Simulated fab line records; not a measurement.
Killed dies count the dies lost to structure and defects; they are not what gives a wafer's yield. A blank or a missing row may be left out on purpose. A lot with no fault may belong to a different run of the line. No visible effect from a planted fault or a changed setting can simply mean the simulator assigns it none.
fab line records	flow sky130
record lots=6	wafers=18	last-day=50
route steps=708 shown METAL5@664 PAD_OPEN@708
lots untouched by any fault: they come from a run of this same line in which no faults occurred
start-h: the number of hours between the record's first day and the start of the first shown wafer of the lot	wait-h: time in hours since the lot's previous step	" identical to the entry in the row above	L1.1+2: one row covering several wafers at once	- no value, or no start was given	* or withheld: withheld	< > ~ a bound
route shown NAME@n: a module of which the file shows steps, and the number in the route of the first	usual: mean/standard deviation taken from wafers without a fault	same: alike in all rows	chamber/n: place in a boat	sites: each site's reading	_std_site: how widely they spread, as a standard deviation	_edge_site: outer sites' mean less inner sites'	radius-mm: for every site, how far away it sits from the centre of the wafer	mask NAME#n: copy n	behind: the most recent tool/chamber to have shaped the wafer	hold: why the lot was held/for how many hours/how that ended	device: which transistor (n, p or np) failed to switch	end of line: the route-end tests of the same wafers	for a step that has no rows: nothing shown but its recipe	killed: dies that structure and defects cost at the first sort, which is not the same as the wafer's yield	map: a wafer's dies, marking killed ones x, the rest . and places with no die _
set.NAME: the setting that was run; set.NAME@STEP: the one run at that earlier step	model.NAME: the simulator's own value behind a step, which no gauge read
lots at some steps of the route; a table a step, a row a wafer
services: a tool's chamber out of use, with start hour (start-h, from the record's first day; less than 0 if before it), hours out, and reason
## steps
# step SKY_METAL5_SPUTTER_03
# recipe material=Ti	target-thk-nm=5	power-w=3000	time-s=3.3	chamber-pressure-pa=0.4
# usual throttle-valve-pct=30.5/0.72
lot.wafer	tool	chamber	start-h	wait-h	throttle-valve-pct
L784.2	pvd-sputter-03	-	1005.71	0.0	31.2
L784.4	"	-	"	"	30.1
L784.5	"	-	"	"	30.8
L787.1	pvd-sputter-03	-	1025.78	0.0	30.7
L787.4	"	-	"	"	30.8
L787.5	"	-	"	"	29.9
L799.2	pvd-sputter-03	-	1103.95	0.0	30.8
L799.3	"	-	"	"	30.9
L799.5	"	-	"	"	30.8
L800.2	pvd-sputter-04	-	1110.37	0.0	31.2
L800.3	"	-	"	"	30.0
L800.5	"	-	"	"	31.2
L805.1	pvd-sputter-03	-	1133.46	0.0	30.9
L805.2	"	-	"	"	29.8
L805.5	"	-	"	"	30.0
L807.4	pvd-sputter-02	-	1147.66	0.0	30.1
L807.5	"	-	"	"	30.2
L807.6	"	-	"	"	30.9
# step SKY_METAL5_SPUTTER_04
# recipe material=TiN	target-thk-nm=70	power-w=6500	time-s=58.3	chamber-pressure-pa=0.4
# usual throttle-valve-pct=30.5/0.72
lot.wafer	tool	chamber	start-h	wait-h	throttle-valve-pct
L784.2	pvd-sputter-03	-	1005.73	0.0	30.8
L784.4	"	-	"	"	29.7
L784.5	"	-	"	"	31.1
L787.1	pvd-sputter-03	-	1025.80	0.0	30.7
L787.4	"	-	"	"	30.6
L787.5	"	-	"	"	29.9
L799.2	pvd-sputter-03	-	1103.97	0.0	30.7
L799.3	"	-	"	"	30.9
L799.5	"	-	"	"	30.7
L800.2	pvd-sputter-04	-	1110.39	0.0	31.3
L800.3	"	-	"	"	30.2
L800.5	"	-	"	"	31.0
L805.1	pvd-sputter-03	-	1133.48	0.0	30.9
L805.2	"	-	"	"	29.9
L805.5	"	-	"	"	30.0
L807.4	pvd-sputter-02	-	1147.68	0.0	30.2
L807.5	"	-	"	"	30.0
L807.6	"	-	"	"	31.1
# step SKY_METAL5_RS_MEAS_05
# recipe thk-meas-gauge=four-point-probe	reads=TiN_of_METAL5_SPUTTER_04+Ti_of_METAL5_SPUTTER_03+AlCu_of_METAL5_SPUTTER_02+TiN_of_METAL5_SPUTTER_01+Ti_of_METAL5_SPUTTER_00
# usual METAL5_ALCU_RS=0.0271/0.00032
lot.wafer	tool	chamber	start-h	wait-h	METAL5_ALCU_RS[ohm/sq]
L784.2	film-metro-02	-	1005.80	0.0	0.0278
L784.4	"	-	"	"	0.0275
L784.5	"	-	"	"	0.0274
L787.1	film-metro-01	-	1025.85	0.0	0.0275
L787.4	"	-	"	"	0.0276
L787.5	"	-	"	"	0.0276
L799.2	film-metro-02	-	1104.10	0.1	0.0269
L799.3	"	-	"	"	0.0272
L799.5	"	-	"	"	0.0269
L800.2	film-metro-04	-	1110.45	0.0	0.0269
L800.3	"	-	"	"	0.0267
L800.5	"	-	"	"	0.0270
L805.1	film-metro-04	-	1133.53	0.0	0.0273
L805.2	"	-	"	"	0.0270
L805.5	"	-	"	"	0.0271
L807.4	film-metro-02	-	1147.79	0.1	0.0272
L807.5	"	-	"	"	0.0274
L807.6	"	-	"	"	0.0271
# step SKY_METAL5_THK_MEAS_06
# recipe thk-meas-gauge=xrf	reads=AlCu_of_METAL5_SPUTTER_02
# usual METAL5_ALCU_THK=1136/16
lot.wafer	tool	chamber	start-h	wait-h	METAL5_ALCU_THK[nm]
L784.2	film-metro-02	-	1005.91	0.1	1113
L784.4	"	-	"	"	1135
L784.5	"	-	"	"	1131
L787.1	film-metro-01	-	1025.97	0.1	1123
L787.4	"	-	"	"	1116
L787.5	"	-	"	"	1120
L799.2	film-metro-02	-	1104.21	0.1	1146
L799.3	"	-	"	"	1135
L799.5	"	-	"	"	1147
L800.2	film-metro-04	-	1110.56	0.1	1137
L800.3	"	-	"	"	1141
L800.5	"	-	"	"	1131
L805.1	film-metro-04	-	1133.65	0.1	1121
L805.2	"	-	"	"	1137
L805.5	"	-	"	"	1145
L807.4	film-metro-02	-	1147.88	0.1	1140
L807.5	"	-	"	"	1134
L807.6	"	-	"	"	1147
# step SKY_METAL5_DEHYDRATE_07
# recipe temp-c=200	time-s=60
# step SKY_METAL5_HMDS_08
# recipe prime-time-s=60	prime-temp-c=120
# step SKY_METAL5_COAT_09
# recipe resist=NOVOLAK	spin-rpm=3000	resist-thk-nm=1800
# step SKY_METAL5_SOFTBAKE_10
# recipe temp-c=90	time-s=60	resist=NOVOLAK
# step SKY_METAL5_EXPOSE_11
# recipe mask-id=MM5	na=0.6	source-shape=conventional	sigma-outer=0.6	polarization=unpolarized	target-cd-nm=1600	dose-mj=186.4
# step SKY_METAL5_PEB_12
# recipe temp-c=withheld	time-s=*	resist=NOVOLAK
# step SKY_METAL5_DEVELOP_13
# recipe resist=NOVOLAK	developer=TMAH	develop-time-s=60	dev-temp-c=23
# step SKY_METAL5_DESCUM_14
# recipe chemistry=O2	source-power-w=150	bias-power-w=0	pressure-mtorr=10	temp-c=40	time-s=11
# usual drypump-motor-current-A=5.56/0.15	oes-product-au=0.994/0.0098
lot.wafer	tool	chamber	start-h	wait-h	drypump-motor-current-A	oes-product-au	rf-hours-counter-h
L784.2	rie-metal-03	0	1028.14	0.1	5.70	1.001	18
L784.4	"	0	"	"	5.72	1.001	-
L784.5	"	0	"	"	5.69	0.994	-
L787.1	rie-metal-04	0	1047.98	0.1	5.55	0.994	9
L787.4	"	1	"	"	5.73	0.976	-
L787.5	"	0	"	"	5.58	1.003	-
L799.2	rie-metal-01	1	1122.94	0.1	5.57	0.989	25
L799.3	"	1	"	"	5.57	0.991	-
L799.5	"	1	"	"	5.57	0.981	-
L800.2	rie-metal-03	1	1130.25	0.1	5.34	1.011	-
L800.3	"	1	"	"	5.37	0.997	-
L800.5	"	1	"	"	5.37	1.010	-
L805.1	rie-metal-03	0	1151.14	0.1	5.69	1.004	28
L805.2	"	1	"	"	5.38	1.001	19
L805.5	"	0	"	"	5.66	1.004	-
L807.4	rie-metal-04	0	1165.45	0.1	5.62	1.005	-
L807.5	"	1	"	"	5.74	0.985	-
L807.6	"	0	"	"	5.59	0.994	-
# step SKY_METAL5_METAL_ETCH_15
# recipe target-depth-a=12600	stop-on=SiO2	over-etch-frac=0.2	time-s=252	chemistry=Cl2/BCl3	resist-sidewall-deg=86	pressure-mtorr=10	icp-w=900	bias-w=48.5	Cl2_flow_sccm=60	bcl3-flow-sccm=30
# usual drypump-motor-current-A=5.56/0.15	oes-product-au=0.894/0.0047	rf-fwd-power-W=897.8/2.6	throttle-valve-pct=22.265/0.0085
lot.wafer	tool	chamber	start-h	wait-h	drypump-motor-current-A	oes-product-au	rf-fwd-power-W	rf-hours-counter-h	throttle-valve-pct	model.NOVOLAK_of_METAL5_COAT_09.thk-nm	model.METAL5.cd-nm	model.SiO2_of_VIA4_HDPCVD_00.thk-nm
L784.2	rie-metal-03	0	1028.17	0.0	5.66	0.896	900.5	18	22.257	1036	1595	550.6
L784.4	"	0	"	"	5.67	0.893	898.0	-	22.272	1035	1591	550.7
L784.5	"	0	"	"	5.67	0.894	896.7	-	22.264	1038	1600	549.9
L787.1	rie-metal-04	0	1048.01	0.0	5.58	0.906	900.7	9	22.264	1054	1614	549.9
L787.4	"	1	"	"	5.74	0.892	896.1	-	22.261	1064	1609	550.4
L787.5	"	0	"	"	5.61	0.892	900.6	-	22.259	1042	1612	549.6
L799.2	rie-metal-01	1	1122.97	0.0	5.59	0.890	895.3	25	22.258	1052	1593	550.2
L799.3	"	1	"	"	5.57	0.888	895.8	-	22.260	1048	1602	549.9
L799.5	"	1	"	"	5.56	0.897	895.6	-	22.268	1052	1599	549.1
L800.2	rie-metal-03	1	1130.39	0.1	5.38	0.898	1041.1	-	22.266	929.9	1595	548.7
L800.3	"	1	"	"	5.38	0.899	1038.5	-	22.258	928.8	1599	548.8
L800.5	"	1	"	"	5.38	0.887	1036.5	-	22.274	920.6	1597	547.6
L805.1	rie-metal-03	0	1151.18	0.0	5.71	0.883	899.3	28	22.272	1040	1605	550
L805.2	"	1	"	"	5.41	0.893	1039.5	19	22.264	945.6	1598	546.5
L805.5	"	0	"	"	5.72	0.886	899.1	-	22.270	1037	1606	550.6
L807.4	rie-metal-04	0	1165.55	0.1	5.58	0.896	896.4	-	22.268	1038	1606	549.8
L807.5	"	1	"	"	5.75	0.889	897.5	-	22.261	1066	1611	551
L807.6	"	0	"	"	5.60	0.891	897.6	-	22.265	1037	1607	549.6
# step SKY_METAL5_STRIP_16
# recipe chemistry=O2/N2	power-w=1400	pressure-mtorr=1500	platen-temp-c=withheld	o2-flow-sccm=3000	n2-flow-sccm=300	overash-fraction=0.5
# usual drypump-motor-current-A=6.0/0.41	o2-flow-sccm=2998/9.5	oes-product-au=0.710/0.0047	strip-time-to-endpoint-s=13.13/0.14
lot.wafer	tool	chamber	start-h	wait-h	drypump-motor-current-A	o2-flow-sccm	oes-product-au	rf-hours-counter-h	strip-time-to-endpoint-s
L784.2	plasma-asher-04	0	1028.41	0.2	6.2	2990	0.714	29	13.08
L784.4	"	1	"	"	6.7	3006	0.708	-	13.07
L784.5	"	1	"	"	6.7	3008	0.718	-	13.11
L787.1	plasma-asher-01	0	1048.25	0.2	5.5	2994	0.716	95	13.27
L787.4	"	0	"	"	5.5	2988	0.713	-	13.37
L787.5	"	1	"	"	6.1	3001	0.713	-	13.16
L799.2	plasma-asher-04	1	1123.21	0.2	6.7	3012	0.706	38	13.24
L799.3	"	1	"	"	6.7	3003	0.718	-	13.23
L799.5	"	1	"	"	6.7	3005	0.717	-	13.25
L800.2	plasma-asher-01	1	1130.78	0.3	6.0	3008	0.708	103	11.91
L800.3	"	0	"	"	5.5	2991	0.709	-	11.90
L800.5	"	1	"	"	6.1	2982	0.712	-	11.80
L805.1	plasma-asher-02	0	1151.41	0.2	5.6	3001	0.714	70	13.13
L805.2	"	1	"	"	5.8	2990	0.704	70	12.10
L805.5	"	0	"	"	5.6	2998	0.705	-	13.10
L807.4	plasma-asher-04	0	1165.74	0.1	6.2	3004	0.709	-	13.11
L807.5	"	0	"	"	6.2	2990	0.706	-	13.42
L807.6	"	1	"	"	6.7	3018	0.718	-	13.11
# step SKY_METAL5_STRIP_17
# recipe chemistry=post-etch-residue-remover	time-s=1200	temp-c=72.5
# step SKY_PAD_OPEN_PROBE_99
# usual defect-limited-yield=82.6/1.9	killed_at_M0_to_M3=43/7.7	killed_at_M4_up=2.9/1.7	killed-at-contacts=24/5.5	killed-at-front-end=15/4	killed-at-other=0.4/0.66	killed-dies=86/9.4	killed-open=47/6.7	killed-short=38/6.2	sort_bin_3_pad_short=0.8/0.42	sort_bin_5_function=10.3/1.5	sort_bin_6_memory=6.4/1.1	sort-n-pass=406/9.4	sort-yield-pct=82.6/1.9
# same gross-dies=492	killed-at-back-side=0	sort_bin_4_leakage[%]=0	sort_bin_8_speed[%]=0
lot.wafer	tool	chamber	start-h	wait-h	defect-limited-yield[%]	killed_at_M0_to_M3	killed_at_M4_up	killed-at-contacts	killed-at-front-end	killed-at-other	killed-dies	killed-open	killed-short	sort_bin_3_pad_short[%]	sort_bin_5_function[%]	sort_bin_6_memory[%]	sort-n-pass	sort-yield-pct[%]	model.etest.met5.width-nm
L784.2	prober-02	-	1074.36	0.1	82.7	53	3	19	10	0	85	50	35	0	11.6	5.7	407	82.7	1595
L784.4	prober-02	-	1074.46	0.2	80.9	53	3	24	14	0	94	50	43	1.2	10.6	7.3	398	80.9	1590
L784.5	prober-02	-	1074.51	0.2	80.1	51	2	31	14	0	98	51	47	1.0	11.6	7.3	394	80.1	1597
L787.1	prober-01	-	1094.45	0.1	79.1	43	5	37	17	1	103	48	54	1.0	13.2	6.7	389	79.1	1620
L787.4	prober-01	-	1094.60	0.2	84.3	33	4	23	17	0	77	41	36	0.6	8.9	6.1	415	84.3	1611
L787.5	prober-01	-	1094.65	0.2	85.4	41	2	15	14	0	72	40	31	0.6	9.8	4.3	420	85.4	1615
L799.2	prober-01	-	1164.68	0.1	81.7	53	1	18	18	0	90	50	40	0.2	11.8	6.3	402	81.7	1596
L799.3	prober-01	-	1164.73	0.2	83.3	37	3	28	14	0	82	48	34	1.0	10.0	5.7	410	83.3	1602
L799.5	prober-01	-	1164.83	0.2	81.5	48	1	32	10	0	91	52	39	0.8	12.0	5.7	401	81.5	1600
L800.2	prober-02	-	1169.66	0.1	82.9	37	2	25	19	1	84	50	34	0.4	10.8	5.9	408	82.9	1595
L800.3	prober-02	-	1169.71	0.2	79.3	46	4	30	22	0	102	61	39	0.8	12.8	7.1	390	79.3	1597
L800.5	prober-02	-	1169.81	0.2	84.6	38	0	19	19	0	76	45	31	0.2	9.3	5.9	416	84.6	1596
L805.1	prober-01	-	1188.46	0.1	86.2	37	3	17	11	0	68	26	42	1.4	6.3	6.1	424	86.2	1603
L805.2	prober-01	-	1188.51	0.1	83.3	47	3	21	11	0	82	41	41	0.6	11.0	5.1	410	83.3	1597
L805.5	prober-01	-	1188.66	0.2	86.8	29	1	18	17	0	65	37	28	0.6	7.9	4.7	427	86.8	1606
L807.4	prober-01	-	1200.41	0.2	81.7	47	4	26	11	2	90	47	43	1.6	9.8	6.9	402	81.7	1608
L807.5	prober-01	-	1200.46	0.2	87.0	31	3	20	9	1	64	42	22	0.6	7.9	4.5	428	87.0	1609
L807.6	prober-01	-	1200.51	0.2	81.7	51	4	20	13	2	90	51	39	1.0	11.0	6.3	402	81.7	1606
# killed by level:class
L784.2 VIA1:geometric-particle:open=15 CONTACT:geometric-particle:open=11 VIA3:geometric-particle:open=9 METAL2:geometric-particle:short=8 METAL1:geometric-particle:short=5 CONTACT:geometric-particle:short=4 VIA1:geometric-particle:short=4 VIA2:geometric-particle:open=4
L784.4 VIA1:geometric-particle:open=18 LI_CONTACT:geometric-particle:open=11 VIA1:geometric-particle:short=9 CONTACT:geometric-particle:open=7 METAL2:geometric-particle:short=5 FIELD_ISO:geometric-particle:short=4 POLY_GATE:geometric-particle:short=4 METAL3:geometric-particle:short=4
L784.5 CONTACT:geometric-particle:short=10 LI_CONTACT:geometric-particle:open=9 CONTACT:geometric-particle:open=8 VIA1:geometric-particle:short=8 VIA1:geometric-particle:open=7 METAL2:geometric-particle:short=7 FIELD_ISO:geometric-particle:open=5 METAL1:geometric-particle:short=5
L787.1 CONTACT:geometric-particle:open=14 METAL2:geometric-particle:short=9 LI_CONTACT:geometric-particle:open=9 VIA1:geometric-particle:open=9 METAL1:geometric-particle:short=8 CONTACT:geometric-particle:short=7 VIA3:geometric-particle:short=5 METAL4:geometric-particle:short=5
L787.4 CONTACT:geometric-particle:open=10 METAL1:geometric-particle:short=8 FIELD_ISO:geometric-particle:short=6 LI_CONTACT:geometric-particle:open=6 VIA1:geometric-particle:open=5 VIA3:geometric-particle:open=5 POLY_GATE:geometric-particle:open=4 LI_CONTACT:geometric-particle:short=3
L787.5 VIA1:geometric-particle:open=9 LI_CONTACT:geometric-particle:open=6 VIA1:geometric-particle:short=6 VIA3:geometric-particle:open=6 FIELD_ISO:geometric-particle:open=4 CONTACT:geometric-particle:open=4 VIA2:geometric-particle:open=4 METAL3:geometric-particle:short=4
L799.2 VIA1:geometric-particle:open=13 METAL1:geometric-particle:short=9 LI_CONTACT:geometric-particle:open=8 CONTACT:geometric-particle:open=7 FIELD_ISO:geometric-particle:short=6 VIA2:geometric-particle:open=6 VIA3:geometric-particle:open=6 VIA2:geometric-particle:short=5
L799.3 VIA1:geometric-particle:open=13 CONTACT:geometric-particle:open=9 VIA2:geometric-particle:open=7 LOCAL_INTERCONNECT:geometric-particle:short=6 CONTACT:geometric-particle:short=6 FIELD_ISO:geometric-particle:short=3 LOCAL_INTERCONNECT:geometric-particle:open=3 METAL1:geometric-particle:open=3
L799.5 LI_CONTACT:geometric-particle:open=10 METAL1:geometric-particle:short=10 LOCAL_INTERCONNECT:geometric-particle:short=9 VIA1:geometric-particle:open=9 VIA3:geometric-particle:open=7 CONTACT:geometric-particle:open=6 VIA2:geometric-particle:open=6 POLY_GATE:geometric-particle:open=5
L800.2 CONTACT:geometric-particle:open=13 LI_CONTACT:geometric-particle:open=9 METAL1:geometric-particle:short=7 VIA1:geometric-particle:open=6 FIELD_ISO:geometric-particle:open=4 POLY_GATE:geometric-particle:short=4 VIA2:geometric-particle:open=4 VIA3:geometric-particle:short=4
L800.3 LI_CONTACT:geometric-particle:open=11 CONTACT:geometric-particle:open=11 VIA1:geometric-particle:open=9 FIELD_ISO:geometric-particle:open=8 FIELD_ISO:geometric-particle:short=7 METAL1:geometric-particle:short=7 VIA2:geometric-particle:open=6 CONTACT:geometric-particle:short=5
L800.5 VIA1:geometric-particle:open=10 METAL1:geometric-particle:short=9 LI_CONTACT:geometric-particle:open=7 FIELD_ISO:geometric-particle:open=6 CONTACT:geometric-particle:open=6 FIELD_ISO:geometric-particle:short=5 VIA3:geometric-particle:open=5 VIA2:geometric-particle:open=4
L805.1 METAL2:geometric-particle:short=7 VIA2:geometric-particle:open=6 VIA1:geometric-particle:short=5 CONTACT:geometric-particle:open=5 POLY_GATE:geometric-particle:short=4 LI_CONTACT:geometric-particle:open=4 CONTACT:geometric-particle:short=4 VIA2:geometric-particle:short=4
L805.2 VIA3:geometric-particle:open=10 VIA1:geometric-particle:open=9 CONTACT:geometric-particle:open=7 LI_CONTACT:geometric-particle:open=5 LOCAL_INTERCONNECT:geometric-particle:short=5 METAL1:geometric-particle:short=5 VIA3:geometric-particle:short=5 FIELD_ISO:geometric-particle:open=4
L805.5 CONTACT:geometric-particle:open=7 LOCAL_INTERCONNECT:geometric-particle:short=6 VIA1:geometric-particle:open=6 VIA3:geometric-particle:open=6 FIELD_ISO:geometric-particle:open=5 METAL2:geometric-particle:short=5 VIA2:geometric-particle:open=4 FIELD_ISO:geometric-particle:short=3
L807.4 CONTACT:geometric-particle:open=11 VIA2:geometric-particle:open=8 METAL2:geometric-particle:short=7 VIA3:geometric-particle:open=7 LOCAL_INTERCONNECT:geometric-particle:short=5 VIA1:geometric-particle:open=5 LI_CONTACT:geometric-particle:open=4 CONTACT:geometric-particle:short=4
L807.5 VIA1:geometric-particle:open=13 LI_CONTACT:geometric-particle:open=7 CONTACT:geometric-particle:open=6 VIA2:geometric-particle:open=6 CONTACT:geometric-particle:short=4 FIELD_ISO:geometric-particle:open=3 POLY_GATE:geometric-particle:short=3 METAL1:geometric-particle:short=3
L807.6 VIA1:geometric-particle:open=10 VIA2:geometric-particle:open=9 METAL1:geometric-particle:short=9 CONTACT:geometric-particle:open=8 METAL2:geometric-particle:short=7 LI_CONTACT:geometric-particle:open=5 VIA3:geometric-particle:open=5 FIELD_ISO:geometric-particle:open=4
## services
tool	chamber	start-h	hours	kind
pvd-sputter-03	-	987.32	1.5	repair
pvd-sputter-03	-	988.40	4.8	repair
rie-metal-04	1	994.17	3.5	repair
plasma-asher-01	-	995.31	2.0	repair
pvd-sputter-02	2	1072.90	-	consumable-replace:kit
pvd-sputter-02	2	1072.90	18.0	scheduled-down
pvd-sputter-02	2	1072.90	18.0	vent-cycle
pvd-sputter-04	0	1076.61	-	consumable-replace:kit
pvd-sputter-04	0	1076.61	18.0	scheduled-down
pvd-sputter-04	0	1076.61	18.0	vent-cycle
plasma-asher-01	-	1092.97	0.6	repair
pvd-sputter-02	-	1096.52	11.5	repair
pvd-sputter-04	-	1097.80	3.9	repair
rie-metal-03	0	1109.80	29.1	repair
pvd-sputter-04	-	1113.34	3.8	repair
pvd-sputter-04	-	1115.06	75.3	repair
pvd-sputter-03	0	1120.13	-	consumable-replace:kit
pvd-sputter-03	0	1120.13	18.0	scheduled-down
pvd-sputter-03	0	1120.13	18.0	vent-cycle
pvd-sputter-02	-	1128.98	2.3	repair
rie-metal-03	1	1132.51	16.2	repair
pvd-sputter-03	-	1133.57	2.7	repair
rie-metal-03	0	1146.90	1.5	repair
pvd-sputter-02	1	1163.49	-	consumable-replace:kit
## key
first-sign step=SKY_METAL5_METAL_ETCH_15	reading=rf-fwd-power-W	direction=up	sigmas=54	usual=897.8	struck=1038.9
effect step=SKY_METAL5_STRIP_16	reading=strip-time-to-endpoint-s	direction=down	sigmas=8.7	usual=*	struck=*
model-effect step=SKY_METAL5_METAL_ETCH_15	value=NOVOLAK_of_METAL5_COAT_09.thk-nm	without=1033	struck=931.2
model-effect step=SKY_PAD_OPEN_PROBE_99	value=etest.met5.width-nm	without=1610	struck=1596
met-at SKY_METAL5_METAL_ETCH_15
struck-wafers L800.2,L800.3,L800.5,L805.2
fault kind=process-parameter-drift	tool=rie-metal-03	chamber=1	onset-h=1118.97	steps=SKY_METAL5_METAL_ETCH_15	channel=icp-w	offset=144	shape=step	end-h=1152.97	acts-in=these-recipes-only	stated=900
